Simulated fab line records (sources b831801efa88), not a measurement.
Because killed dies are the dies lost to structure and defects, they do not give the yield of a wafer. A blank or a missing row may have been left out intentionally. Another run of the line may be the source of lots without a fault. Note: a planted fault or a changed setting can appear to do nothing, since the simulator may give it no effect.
Matching of chambers    flow sky130    SKY_VIA1_CMP_02 on cmp-01 has 4 sister chambers
The step polishes SiO2. 4 wafers are shown with their chamber, then 9 later ones without.

## WAFERS PAIRED WITH THEIR CHAMBERS
wafer   chamber  motor_current_A (A)
L764.6  1        14.1
L769.2  2        13.7
L771.2  3        12.7
L771.5  0        12.0

## WAFERS WITHOUT THEIR CHAMBER
wafer   motor_current_A (A)
L774.1  13.5
L774.3  13.7
L774.4  13.1
L779.1  13.6
L779.5  12.8
L779.6  12.8
L781.1  12.6
L781.3  13.5
L781.6  12.1

## EACH ONE'S CHAMBER
wafer    from the rows above       in truth
L774.1   2                         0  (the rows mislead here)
L774.3   2                         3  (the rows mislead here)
L774.4   can't be placed: 3 or 2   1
L779.1   2                         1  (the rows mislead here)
L779.5   3                         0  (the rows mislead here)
L779.6   3                         3
L781.1   3                         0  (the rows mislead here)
L781.3   2                         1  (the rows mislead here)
L781.6   0                         0
2 of 9 placed correctly. Not placeable from these rows: 1 (in 0, the candidates include the true chamber). 6 placed wrongly.
How it was worked out, from the rows above alone: a wafer's distance from a chamber is the root of the sum, over the readings, of the square of ((its reading less the chamber's mean) divided by the reading's scatter). The wafer belongs to the nearest chamber; if the next one is less than 2 further off, it can't be placed. A chamber's mean is the mean of its shown wafers. The scatter: root of mean squared gap, hidden wafer to nearest shown wafer, with one shown wafer a chamber.
